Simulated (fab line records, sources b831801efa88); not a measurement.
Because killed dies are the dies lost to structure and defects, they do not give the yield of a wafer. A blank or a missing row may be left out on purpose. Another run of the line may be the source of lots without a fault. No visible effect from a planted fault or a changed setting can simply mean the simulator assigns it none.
Split-lot trial ; flow gf180mcu ; on a route of 602 steps: 5 lots, 27 wafers read

SPLIT DETAILS
At GF_PASSIVATION_ETCH_11 (etches the open film in CF4/O2, stops on TiN, target depth 1800 nm, time 400 s), the setting time_s was moved away from the recipe's 400 s on 6 of the 27 wafers read, by +34.7% to +51.3%. For the rest of the wafers, this setting stayed at what the recipe calls for.

The split's own step is where the reading is taken.

THE READING
coat_of_PASSIVATION_COAT_06.thk_nm (the simulator's own value, which no gauge read), in nm, at GF_PASSIVATION_ETCH_11 (etches the open film in CF4/O2, stops on TiN, target depth 1800 nm, time 400 s). There is no usual value for it anywhere in the file. Here, 21 wafers ran the recipe; their average is 2810 nm with a standard deviation of 15 nm.

wafer;tool, chamber at the split;time_s as run, s;against the recipe;coat_of_PASSIVATION_COAT_06.thk_nm, nm;against lot-mates on the recipe
L074.1;rie_diel-02, 0;400;recipe;2819;-
L074.2;rie_diel-02, 2,1;400;recipe;2814;-
L074.5;rie_diel-02, 2,1;400;recipe;2814;-
L074.3;rie_diel-02, 3;400;recipe;2801;-
L074.4;rie_diel-02, 1;400;recipe;2816;-
L074.6;rie_diel-02, 0;400;recipe;2795;-
L076.1;rie_diel-03, 3;400;recipe;2818;-
L076.2;rie_diel-03, 0;400;recipe;2819;-
L076.3;rie_diel-03, 1;400;recipe;2822;-
L076.4;rie_diel-03, 2;400;recipe;2833;-
L076.5;rie_diel-03, 2;400;recipe;2841;-
L076.6;rie_diel-03, 1;400;recipe;2823;-
L078.1;rie_diel-02, 0;400;recipe;2806;-
L078.2;rie_diel-02, 1;400;recipe;2811;-
L078.5;rie_diel-02, 1;400;recipe;2811;-
L081.1;rie_diel-03, 1;400;recipe;2779;-
L081.2;rie_diel-03, 2;605.4;+51.3%;2172;-615
L081.3;rie_diel-03, 3;605.4;+51.3%;2167;-620
L081.4;rie_diel-03, 0;605.4;+51.3%;2146;-641
L081.5;rie_diel-03, 0;400;recipe;2781;-
L081.6;rie_diel-03, 3;400;recipe;2801;-
L084.1;rie_diel-02, 3;538.8;+34.7%;2360;-443
L084.2;rie_diel-02, 2;538.8;+34.7%;2371;-432
L084.3;rie_diel-02, 1;400;recipe;2815;-
L084.4;rie_diel-02, 0;400;recipe;2802;-
L084.5;rie_diel-02, 0;538.8;+34.7%;2391;-412
L084.6;rie_diel-02, 3;400;recipe;2791;-
If several chambers appear in one row, that row covers several wafers at once and the file leaves open which wafer was in which chamber.

FIT RESULTS
A straight line over all 27 wafers: coat_of_PASSIVATION_COAT_06.thk_nm changes by -12.6 nm for each +1% of time_s; r = -1.00; the points scatter about the line by 15 nm.
The same after taking each lot's own level away (the mean of its wafers on the recipe; 27 wafers): -12.2 nm for each +1%; r = -1.00; scatter 9.8 nm.
Per that fit: largest time_s move, reading shift of 6.3e+02 nm.
Across the lots, their own levels run from 2787.0 to 2826.0 nm, a range of 2.6 times the standard deviation given above.
The two slopes are in agreement: the lot-to-lot level therefore moves the slope only a little.
Check: for one of the wafers moved furthest among these (+51.3%), held out of the fit, the line's prediction against its lot-mates is -632 nm. It came out at -615 nm against them.

THE OTHER SPLITS THESE WAFERS WENT THROUGH
Before the reading, these wafers also passed through other splits. Each is held against what the fit with the lots' levels taken away leaves over:
other split on the same wafers;wafers away from the commonest value;r with coat_of_PASSIVATION_COAT_06.thk_nm (lot level and that fit taken away)
GF_STI_OXIDATION_29 ox_time_s;18;-0.10
GF_POLY_GATE_ETCH_13 time_s;12;+0.37
GF_PSD_DEVELOP_06 develop_time_s;9;+0.16
GF_M1_SPUTTER_03 time_s;6;-0.09
GF_V3_SPUTTER_21 time_s;6;+0.07
GF_MIM_SPUTTER_01 time_s;6;-0.10
GF_MIM_METAL_ETCH_19 time_s;6;-0.14
GF_TOP_METAL_SPUTTER_04 time_s;9;+0.24

THE WHOLE CHAIN: every reading that the file lists as answering this split, in the file's order
step;what it does;reading;change (the file's fit);r (the file's)
GF_PASSIVATION_ETCH_11;etches the open film in CF4/O2, stops on TiN, target depth 1800 nm, time 400 s;coat_of_PASSIVATION_COAT_06.thk_nm (the simulator's own value, which no gauge read);-12.2 nm for each +1% of the setting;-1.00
GF_PASSIVATION_STRIP_12;strips in O2/N2;strip_time_to_endpoint_s;withheld for each +1% of the setting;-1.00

THE FILE'S OWN FIT
coat_of_PASSIVATION_COAT_06.thk_nm changes by -12.2 nm for each +1% of time_s, r = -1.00.
